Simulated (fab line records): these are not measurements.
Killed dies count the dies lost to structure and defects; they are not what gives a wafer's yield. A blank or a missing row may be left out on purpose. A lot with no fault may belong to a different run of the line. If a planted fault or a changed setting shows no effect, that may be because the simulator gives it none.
fab line records + flow gf180mcu
record
- lots=11
- wafers=31
- last_day=33
route steps=602 shown CONTACT@301 M1@317
lots that met no fault: taken from a fault-free run of the same line
start_h: hours from the record's first day to the start of the lot's first wafer shown + wait_h: hours from the lot's prior step to this one + " identical to the entry in the row above + L1.1+2: several wafers, shown together as one row + - no value, or no start given + * or withheld: withheld + < > ~ a bound
route shown NAME@n: names a module that has steps shown in the file, with the first one's number in the route + usual: the fault-free wafers' mean and standard deviation + same: alike in all rows + chamber/n: place in a boat + sites: each site's reading + _std_site: standard deviation of those values + _edge_site: mean of outer sites minus mean of inner sites + radius_mm: for every site, how far away it sits from the centre of the wafer + mask NAME#n: copy n + behind: the most recent tool/chamber to have shaped the wafer + hold: what put the lot on hold/how long, in hours/how the hold closed + device: which transistor (n, p or np) failed to switch + end of line: the same wafers' tests at the end of the route + a step with no rows: only its recipe + killed: not the wafer's yield, but the dies lost to structure and defects at the first sort + map: per-die view of a wafer (x killed, . not killed, _ where there is no die)
set.NAME: the run value of the setting; set.NAME@STEP: its run value at that earlier step + model.NAME: the simulator's own value behind a step, which no gauge read
one table for each step of the route and one row for each wafer, over a sample of lots
services: when a tool's chamber went out of use (start_h, in hours from the record's first day, below 0 if earlier), for how many hours, and the reason
## steps
# step GF_CONTACT_CD_MEAS_14
# recipe
- target_cd_nm=220
# usual
- cd_nm=219.9/1.3
| lot.wafer | tool      | chamber | start_h | wait_h | cd_nm |
|-----------|-----------|---------|---------|--------|-------|
| L156.1    | cd_sem-01 | -       | 355.47  | 0.1    | 218.7 |
| L156.3    | "         | -       | "       | "      | 219.0 |
| L156.6    | "         | -       | "       | "      | 219.0 |
| L157.2    | cd_sem-02 | -       | 370.80  | 0.1    | 218.4 |
| L157.3    | "         | -       | "       | "      | 219.6 |
| L157.4    | "         | -       | "       | "      | 217.9 |
| L158.1    | cd_sem-02 | -       | 371.77  | 0.1    | 218.1 |
| L158.3    | "         | -       | "       | "      | 218.6 |
| L158.4    | "         | -       | "       | "      | 219.0 |
| L161.1    | cd_sem-01 | -       | 395.23  | 0.1    | 220.3 |
| L161.4    | "         | -       | "       | "      | 221.0 |
| L161.6    | "         | -       | "       | "      | 220.1 |
| L165.3    | cd_sem-02 | -       | 441.84  | 0.1    | 220.5 |
| L165.5    | "         | -       | "       | "      | 219.0 |
| L165.6    | "         | -       | "       | "      | 220.9 |
| L166.1    | cd_sem-01 | -       | 442.28  | 0.1    | 217.1 |
| L166.4    | "         | -       | "       | "      | 219.6 |
| L166.6    | "         | -       | "       | "      | 218.2 |
| L167.3    | cd_sem-01 | -       | 449.46  | 0.1    | 219.6 |
| L167.4    | "         | -       | "       | "      | 220.4 |
| L167.5    | "         | -       | "       | "      | 219.8 |
| L168.1    | cd_sem-02 | -       | 457.72  | 0.1    | 222.2 |
| L168.3    | "         | -       | "       | "      | 221.8 |
| L168.4    | "         | -       | "       | "      | 222.1 |
| L176.3    | cd_sem-02 | -       | 527.16  | 0.1    | 220.6 |
| L176.4    | "         | -       | "       | "      | 219.5 |
| L177.3    | cd_sem-02 | -       | 538.79  | 0.1    | 219.4 |
| L177.5    | "         | -       | "       | "      | 219.6 |
| L178.1    | cd_sem-01 | -       | 539.77  | 0.1    | 219.3 |
| L178.3    | "         | -       | "       | "      | 220.3 |
| L178.5    | "         | -       | "       | "      | 219.4 |
# step GF_CONTACT_STRIP_18
# recipe
- chemistry=O2/N2
- power_w=1400
- pressure_mtorr=1500
- platen_temp_c=250
- o2_flow_sccm=3000
- n2_flow_sccm=300
- overash_fraction=0.5
# usual
- drypump_motor_current_A=5.74/0.25
- heater_power_w=330/26
- o2_flow_sccm=3000/8.9
- oes_product_au=0.579/0.0052
| lot.wafer | tool            | chamber | start_h | wait_h | drypump_motor_current_A | heater_power_w | o2_flow_sccm | oes_product_au | rf_hours_counter_h |
|-----------|-----------------|---------|---------|--------|-------------------------|----------------|--------------|----------------|--------------------|
| L156.1    | plasma_asher-01 | 1       | 355.79  | -      | 5.63                    | 389            | 3020         | 0.581          | 66                 |
| L156.3    | "               | 0       | "       | "      | 5.90                    | 348            | 3005         | 0.576          | -                  |
| L156.6    | "               | 1       | "       | "      | 5.67                    | 387            | 3026         | 0.587          | -                  |
| L157.2    | plasma_asher-04 | 0       | 371.10  | -      | 5.77                    | 314            | 2991         | 0.581          | 62                 |
| L157.3    | "               | 1       | "       | "      | 5.72                    | 355            | 3004         | 0.579          | -                  |
| L157.4    | "               | 0       | "       | "      | 5.77                    | 300            | 2999         | 0.576          | -                  |
| L158.1    | plasma_asher-02 | 0       | 372.09  | -      | 6.15                    | 323            | 2975         | 0.582          | 27                 |
| L158.3    | "               | 0       | "       | "      | 6.16                    | 324            | 2974         | 0.573          | -                  |
| L158.4    | "               | 1       | "       | "      | 5.18                    | 294            | 2992         | 0.570          | -                  |
| L161.1    | plasma_asher-04 | 1       | 395.55  | -      | 5.72                    | 336            | 3007         | 0.577          | 64                 |
| L161.4    | "               | 0       | "       | "      | 5.78                    | 309            | 3016         | 0.572          | -                  |
| L161.6    | "               | 0       | "       | "      | 5.79                    | 312            | 2990         | 0.582          | -                  |
| L165.3    | plasma_asher-01 | 0       | 442.15  | -      | 5.91                    | 330            | 3005         | 0.579          | -                  |
| L165.5    | "               | 1       | "       | "      | 5.69                    | 372            | 2999         | 0.581          | -                  |
| L165.6    | "               | 0       | "       | "      | 5.93                    | 329            | 3000         | 0.579          | -                  |
| L166.1    | plasma_asher-02 | 1       | 442.60  | -      | 5.15                    | 289            | 3004         | 0.582          | 35                 |
| L166.4    | "               | 1       | "       | "      | 5.18                    | 296            | 3006         | 0.585          | -                  |
| L166.6    | "               | 1       | "       | "      | 5.20                    | 288            | 2999         | 0.570          | -                  |
| L167.3    | plasma_asher-04 | 0       | 449.77  | -      | 5.79                    | 307            | 2999         | 0.581          | -                  |
| L167.4    | "               | 1       | "       | "      | 5.72                    | 349            | 2999         | 0.584          | -                  |
| L167.5    | "               | 0       | "       | "      | 5.78                    | 309            | 3012         | 0.581          | -                  |
| L168.1    | plasma_asher-02 | 1       | 458.04  | -      | 5.21                    | 283            | 3018         | 0.577          | 37                 |
| L168.3    | "               | 0       | "       | "      | 6.14                    | 324            | 2999         | 0.574          | -                  |
| L168.4    | "               | 1       | "       | "      | 5.19                    | 289            | 2999         | 0.577          | -                  |
| L176.3    | plasma_asher-01 | 0       | 527.47  | -      | 5.89                    | 334            | 3005         | 0.585          | -                  |
| L176.4    | "               | 1       | "       | "      | 5.67                    | 367            | 3000         | 0.584          | -                  |
| L177.3    | plasma_asher-01 | 0       | 539.10  | -      | 5.94                    | 328            | 2990         | 0.580          | -                  |
| L177.5    | "               | 0       | "       | "      | 5.91                    | 334            | 2992         | 0.583          | -                  |
| L178.1    | plasma_asher-01 | 0       | 540.09  | -      | 5.87                    | 332            | 3004         | 0.576          | 12                 |
| L178.3    | "               | 0       | "       | "      | 5.91                    | 330            | 2997         | 0.576          | -                  |
| L178.5    | "               | 0       | "       | "      | 5.89                    | 340            | 3001         | 0.580          | -                  |
# step GF_CONTACT_CVD_24
# recipe
- material=W
- target_thk_nm=300
- time_s=90.339
- temp_c=400
- pressure_torr=40
# usual
- heater_power_w=917/72
| lot.wafer | tool     | chamber | start_h | wait_h | heater_power_w |
|-----------|----------|---------|---------|--------|----------------|
| L156.1    | cvd_w-02 | 1       | 356.20  | 0.0    | 987            |
| L156.3    | "        | 1       | "       | "      | 1005           |
| L156.6    | "        | 0       | "       | "      | 826            |
| L157.2    | cvd_w-02 | 1       | 371.50  | 0.0    | 1003           |
| L157.3    | "        | 0       | "       | "      | 851            |
| L157.4    | "        | 1       | "       | "      | 999            |
| L158.1    | cvd_w-01 | 0       | 372.49  | 0.0    | 906            |
| L158.3    | "        | 1       | "       | "      | 1044           |
| L158.4    | "        | 0       | "       | "      | 886            |
| L161.1    | cvd_w-02 | 1       | 395.95  | 0.0    | 1005           |
| L161.4    | "        | 1       | "       | "      | 999            |
| L161.6    | "        | 0       | "       | "      | 831            |
| L165.3    | cvd_w-01 | 0       | 442.55  | 0.1    | 868            |
| L165.5    | "        | 0       | "       | "      | 854            |
| L165.6    | "        | 1       | "       | "      | 951            |
| L166.1    | cvd_w-02 | 0       | 443.00  | 0.0    | 849            |
| L166.4    | "        | 0       | "       | "      | 818            |
| L166.6    | "        | 1       | "       | "      | 985            |
| L167.3    | cvd_w-01 | 1       | 450.17  | 0.1    | 959            |
| L167.4    | "        | 0       | "       | "      | 869            |
| L167.5    | "        | 1       | "       | "      | 962            |
| L168.1    | cvd_w-01 | 0       | 458.53  | 0.0    | 870            |
| L168.3    | "        | 1       | "       | "      | 959            |
| L168.4    | "        | 0       | "       | "      | 861            |
| L176.3    | cvd_w-02 | 1       | 527.88  | 0.1    | 997            |
| L176.4    | "        | 0       | "       | "      | 828            |
| L177.3    | cvd_w-01 | 1       | 539.51  | 0.1    | 977            |
| L177.5    | "        | 1       | "       | "      | 966            |
| L178.1    | cvd_w-02 | 0       | 540.49  | 0.0    | 818            |
| L178.3    | "        | 0       | "       | "      | 845            |
| L178.5    | "        | 1       | "       | "      | 1008           |
# step GF_M1_SPUTTER_02
# recipe
- material=AlCu
- target_thk_nm=450
- power_w=10600
- time_s=23.9
- chamber_pressure_pa=0.4
# usual
- throttle_valve_pct=30.2/0.92
| lot.wafer | tool           | chamber | start_h | wait_h | throttle_valve_pct |
|-----------|----------------|---------|---------|--------|--------------------|
| L156.1    | pvd_sputter-04 | -       | 356.93  | 0.0    | 29.9               |
| L156.3    | "              | -       | "       | "      | 30.5               |
| L156.6    | "              | -       | "       | "      | 31.3               |
| L157.2    | pvd_sputter-02 | -       | 372.21  | 0.0    | 30.1               |
| L157.3    | "              | -       | "       | "      | 30.6               |
| L157.4    | "              | -       | "       | "      | 29.1               |
| L158.1    | pvd_sputter-04 | -       | 373.21  | 0.0    | 31.3               |
| L158.3    | "              | -       | "       | "      | 30.6               |
| L158.4    | "              | -       | "       | "      | 30.6               |
| L161.1    | pvd_sputter-04 | -       | 396.66  | 0.0    | 31.0               |
| L161.4    | "              | -       | "       | "      | 31.4               |
| L161.6    | "              | -       | "       | "      | 30.7               |
| L165.3    | pvd_sputter-03 | -       | 443.23  | 0.0    | 31.2               |
| L165.5    | "              | -       | "       | "      | 29.6               |
| L165.6    | "              | -       | "       | "      | 31.2               |
| L166.1    | pvd_sputter-02 | -       | 443.72  | 0.0    | 30.3               |
| L166.4    | "              | -       | "       | "      | 31.6               |
| L166.6    | "              | -       | "       | "      | 30.3               |
| L167.3    | pvd_sputter-03 | -       | 450.89  | 0.0    | 30.6               |
| L167.4    | "              | -       | "       | "      | 29.7               |
| L167.5    | "              | -       | "       | "      | 29.7               |
| L168.1    | pvd_sputter-04 | -       | 459.44  | 0.0    | 29.9               |
| L168.3    | "              | -       | "       | "      | 31.2               |
| L168.4    | "              | -       | "       | "      | 31.1               |
| L176.3    | pvd_sputter-02 | -       | 528.55  | 0.0    | 30.0               |
| L176.4    | "              | -       | "       | "      | 29.2               |
| L177.3    | pvd_sputter-02 | -       | 540.19  | 0.0    | 28.9               |
| L177.5    | "              | -       | "       | "      | 30.3               |
| L178.1    | pvd_sputter-04 | -       | 541.20  | 0.0    | 31.2               |
| L178.3    | "              | -       | "       | "      | 30.7               |
| L178.5    | "              | -       | "       | "      | 30.0               |
# step GF_M1_RS_MEAS_05
# recipe
- thk_meas_gauge=four-point-probe
- reads=TiN_of_M1_SPUTTER_04+Ti_of_M1_SPUTTER_03+AlCu_of_M1_SPUTTER_02+TiN_of_M1_SPUTTER_01+Ti_of_M1_SPUTTER_00
# usual
- M1_ALCU_RS=0.0698/0.00069
| lot.wafer | tool          | chamber | start_h | wait_h | M1_ALCU_RS[ohm/sq] |
|-----------|---------------|---------|---------|--------|--------------------|
| L156.1    | film_metro-01 | -       | 357.02  | 0.0    | 0.0708             |
| L156.3    | "             | -       | "       | "      | 0.0709             |
| L156.6    | "             | -       | "       | "      | 0.0707             |
| L157.2    | film_metro-03 | -       | 372.32  | 0.0    | 0.0704             |
| L157.3    | "             | -       | "       | "      | 0.0702             |
| L157.4    | "             | -       | "       | "      | 0.0692             |
| L158.1    | film_metro-01 | -       | 373.30  | 0.0    | 0.0705             |
| L158.3    | "             | -       | "       | "      | 0.0708             |
| L158.4    | "             | -       | "       | "      | 0.0701             |
| L161.1    | film_metro-03 | -       | 396.75  | 0.0    | 0.0700             |
| L161.4    | "             | -       | "       | "      | 0.0700             |
| L161.6    | "             | -       | "       | "      | 0.0701             |
| L165.3    | film_metro-03 | -       | 443.36  | 0.1    | 0.0701             |
| L165.5    | "             | -       | "       | "      | 0.0689             |
| L165.6    | "             | -       | "       | "      | 0.0705             |
| L166.1    | film_metro-01 | -       | 443.82  | 0.0    | 0.0701             |
| L166.4    | "             | -       | "       | "      | 0.0712             |
| L166.6    | "             | -       | "       | "      | 0.0703             |
| L167.3    | film_metro-01 | -       | 451.02  | 0.1    | 0.0699             |
| L167.4    | "             | -       | "       | "      | 0.0678             |
| L167.5    | "             | -       | "       | "      | 0.0683             |
| L168.1    | film_metro-04 | -       | 459.53  | 0.0    | 0.0702             |
| L168.3    | "             | -       | "       | "      | 0.0707             |
| L168.4    | "             | -       | "       | "      | 0.0703             |
| L176.3    | film_metro-01 | -       | 528.68  | 0.1    | 0.1116             |
| L176.4    | "             | -       | "       | "      | 0.1097             |
| L177.3    | film_metro-03 | -       | 540.32  | 0.1    | 0.1107             |
| L177.5    | "             | -       | "       | "      | 0.0686             |
| L178.1    | film_metro-04 | -       | 541.29  | 0.0    | 0.0697             |
| L178.3    | "             | -       | "       | "      | 0.0701             |
| L178.5    | "             | -       | "       | "      | 0.0696             |
# step GF_M1_THK_MEAS_06
# recipe
- thk_meas_gauge=xrf
- reads=AlCu_of_M1_SPUTTER_02
# usual
- M1_ALCU_THK=452/5.8
| lot.wafer | tool          | chamber | start_h | wait_h | M1_ALCU_THK[nm] |
|-----------|---------------|---------|---------|--------|-----------------|
| L156.1    | film_metro-01 | -       | 357.14  | 0.1    | 444             |
| L156.3    | "             | -       | "       | "      | 441             |
| L156.6    | "             | -       | "       | "      | 442             |
| L157.2    | film_metro-03 | -       | 372.43  | 0.1    | 452             |
| L157.3    | "             | -       | "       | "      | 454             |
| L157.4    | "             | -       | "       | "      | 459             |
| L158.1    | film_metro-01 | -       | 373.42  | 0.1    | 447             |
| L158.3    | "             | -       | "       | "      | 444             |
| L158.4    | "             | -       | "       | "      | 450             |
| L161.1    | film_metro-03 | -       | 396.87  | 0.1    | 455             |
| L161.4    | "             | -       | "       | "      | 455             |
| L161.6    | "             | -       | "       | "      | 453             |
| L165.3    | film_metro-03 | -       | 443.46  | 0.1    | 456             |
| L165.5    | "             | -       | "       | "      | 464             |
| L165.6    | "             | -       | "       | "      | 452             |
| L166.1    | film_metro-01 | -       | 443.94  | 0.1    | 446             |
| L166.4    | "             | -       | "       | "      | 442             |
| L166.6    | "             | -       | "       | "      | 445             |
| L167.3    | film_metro-01 | -       | 451.12  | 0.1    | 450             |
| L167.4    | "             | -       | "       | "      | 460             |
| L167.5    | "             | -       | "       | "      | 459             |
| L168.1    | film_metro-04 | -       | 459.65  | 0.1    | 443             |
| L168.3    | "             | -       | "       | "      | 440             |
| L168.4    | "             | -       | "       | "      | 442             |
| L176.3    | film_metro-01 | -       | 528.78  | 0.1    | 284             |
| L176.4    | "             | -       | "       | "      | 288             |
| L177.3    | film_metro-03 | -       | 540.42  | 0.1    | 289             |
| L177.5    | "             | -       | "       | "      | 461             |
| L178.1    | film_metro-04 | -       | 541.41  | 0.1    | 448             |
| L178.3    | "             | -       | "       | "      | 447             |
| L178.5    | "             | -       | "       | "      | 452             |
# step GF_M1_METAL_ETCH_16
# recipe
- chemistry=Cl2/BCl3
- mask_material=KrF
- target_depth_nm=627.5
- stop_on=SiO2
- pressure_mtorr=8
- icp_w=800
- bias_w=140
- Cl2_flow_sccm=80
- bcl3_flow_sccm=40
- time_s=104.6
# usual
- drypump_motor_current_A=5.9/0.35
- he_backside_leak_sccm=3.45/0.21
- oes_product_au=0.971/0.006
- throttle_valve_pct=28.252/0.01
| lot.wafer | tool         | chamber | start_h | wait_h | drypump_motor_current_A | he_backside_leak_sccm | oes_product_au | rf_hours_counter_h | throttle_valve_pct |
|-----------|--------------|---------|---------|--------|-------------------------|-----------------------|----------------|--------------------|--------------------|
| L156.1    | rie_metal-02 | 1       | 380.14  | 0.0    | 6.3                     | 3.68                  | 0.966          | 1                  | 28.251             |
| L156.3    | "            | 1       | "       | "      | 6.4                     | 3.51                  | 0.968          | -                  | 28.249             |
| L156.6    | "            | 1       | "       | "      | 6.4                     | 3.53                  | 0.961          | -                  | 28.262             |
| L157.2    | rie_metal-01 | 0       | 396.04  | 0.0    | 6.1                     | 3.28                  | 0.965          | 8                  | 28.276             |
| L157.3    | "            | 0       | "       | "      | 6.1                     | 3.26                  | 0.968          | -                  | 28.256             |
| L157.4    | "            | 1       | "       | "      | 6.2                     | 3.61                  | 0.975          | -                  | 28.253             |
| L158.1    | rie_metal-03 | 0       | 396.82  | 0.0    | 5.5                     | 4.86                  | 0.962          | 1                  | 28.260             |
| L158.3    | "            | 0       | "       | "      | 5.5                     | 3.60                  | 0.967          | -                  | 28.274             |
| L158.4    | "            | 0       | "       | "      | 5.5                     | 3.67                  | 0.962          | -                  | 28.234             |
| L161.1    | rie_metal-02 | 0       | 420.73  | 0.0    | 5.4                     | 3.56                  | 0.970          | 7                  | 28.244             |
| L161.4    | "            | 1       | "       | "      | 6.3                     | 3.60                  | 0.977          | -                  | 28.261             |
| L161.6    | "            | 1       | "       | "      | 6.3                     | 3.65                  | 0.975          | -                  | 28.229             |
| L165.3    | rie_metal-03 | 1       | 467.80  | 0.1    | 6.1                     | 3.10                  | 0.973          | -                  | 28.252             |
| L165.5    | "            | 0       | "       | "      | 5.5                     | 3.63                  | 0.971          | -                  | 28.245             |
| L165.6    | "            | 1       | "       | "      | 6.1                     | 3.19                  | 0.966          | -                  | 28.244             |
| L166.1    | rie_metal-01 | 0       | 468.72  | 0.0    | 6.1                     | 3.49                  | 0.964          | 10                 | 28.246             |
| L166.4    | "            | 1       | "       | "      | 6.2                     | 3.38                  | 0.959          | -                  | 28.252             |
| L166.6    | "            | 0       | "       | "      | 6.1                     | 3.31                  | 0.979          | -                  | 28.241             |
| L167.3    | rie_metal-01 | 1       | 475.32  | 0.1    | 6.2                     | 3.40                  | 0.971          | -                  | 28.251             |
| L167.4    | "            | 0       | "       | "      | 6.1                     | 3.25                  | 0.973          | -                  | 28.234             |
| L167.5    | "            | 0       | "       | "      | 6.1                     | 3.37                  | 0.969          | -                  | 28.247             |
| L168.1    | rie_metal-02 | 1       | 484.27  | 0.0    | 6.3                     | 3.52                  | 0.971          | 3                  | 28.248             |
| L168.3    | "            | 0       | "       | "      | 5.4                     | 3.37                  | 0.965          | -                  | 28.262             |
| L168.4    | "            | 1       | "       | "      | 6.4                     | 3.61                  | 0.973          | -                  | 28.262             |
| L176.3    | rie_metal-03 | 1       | 551.55  | 0.1    | 6.0                     | 3.48                  | 0.805          | -                  | 28.433             |
| L176.4    | "            | 0       | "       | "      | 5.5                     | 3.71                  | 0.799          | -                  | 28.417             |
| L177.3    | rie_metal-02 | 1       | 562.06  | 0.1    | 6.4                     | 3.42                  | 0.810          | -                  | 28.438             |
| L177.5    | "            | 0       | "       | "      | 5.4                     | 3.69                  | 0.978          | -                  | 28.249             |
| L178.1    | rie_metal-03 | 1       | 563.12  | 0.0    | 6.1                     | 3.42                  | 0.973          | 4                  | 28.245             |
| L178.3    | "            | 1       | "       | "      | 6.1                     | 3.38                  | 0.975          | -                  | 28.239             |
| L178.5    | "            | 1       | "       | "      | 6.0                     | 3.37                  | 0.969          | -                  | 28.242             |
## services
| tool            | chamber | start_h | hours | kind   |
|-----------------|---------|---------|-------|--------|
| cvd_w-01        | 0       | 332.47  | 4.6   | repair |
| rie_metal-03    | 0       | 335.81  | 6.1   | repair |
| pvd_sputter-02  | -       | 338.85  | 3.8   | repair |
| pvd_sputter-04  | -       | 374.80  | 6.3   | repair |
| plasma_asher-04 | -       | 379.11  | 3.7   | repair |
| pvd_sputter-02  | -       | 383.15  | 0.5   | repair |
| rie_metal-01    | -       | 389.32  | 2.8   | pm     |
| cvd_w-01        | -       | 390.00  | 14.0  | pm     |
| pvd_sputter-04  | -       | 407.61  | 3.8   | repair |
| rie_metal-01    | -       | 413.57  | 0.1   | repair |
| plasma_asher-01 | -       | 421.33  | 9.0   | pm     |
| rie_metal-01    | 1       | 430.54  | 7.4   | repair |
| cvd_w-02        | -       | 450.21  | 15.6  | pm     |
| pvd_sputter-04  | -       | 453.67  | 3.3   | repair |
| pvd_sputter-04  | -       | 466.23  | 4.7   | repair |
| pvd_sputter-04  | -       | 477.25  | 3.8   | repair |
| cvd_w-02        | 0       | 482.66  | 1.5   | repair |
| pvd_sputter-02  | -       | 483.64  | 2.4   | repair |
| cvd_w-02        | -       | 495.01  | 6.9   | pm     |
| plasma_asher-01 | -       | 500.46  | 1.3   | repair |
| cvd_w-02        | 0       | 508.90  | 13.1  | repair |
| rie_metal-03    | -       | 512.07  | 0.7   | repair |
| plasma_asher-01 | -       | 543.80  | 6.1   | repair |
| rie_metal-03    | -       | 554.49  | 2.8   | repair |
## key
first_sign
- step=GF_M1_RS_MEAS_05
- reading=M1_ALCU_RS
- direction=up
- sigmas=59
- usual=0.0698
- struck=0.1107
effect
- step=GF_M1_THK_MEAS_06
- reading=M1_ALCU_THK
- direction=down
- sigmas=28
- usual=452
- struck=287
effect
- step=GF_M1_METAL_ETCH_16
- reading=oes_product_au
- direction=down
- sigmas=27
- usual=0.971
- struck=0.805
met_at GF_M1_SPUTTER_02
struck_lots L176,L177
struck_wafers L176.3,L176.4,L177.3
not_acting_at GF_CONTACT_CD_MEAS_14,GF_CONTACT_STRIP_18,GF_CONTACT_CVD_24
onset_between 443.72 528.55
fault
- kind=process_parameter_drift
- tool=pvd_sputter-02
- chamber=-
- onset_h=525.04
- steps=GF_M1_SPUTTER_02
- channel=target_thk_nm
- offset=-171.11
- shape=step
- end_h=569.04
- scope=struck_wafers_only
- acts_in=these_recipes_only
- stated=450
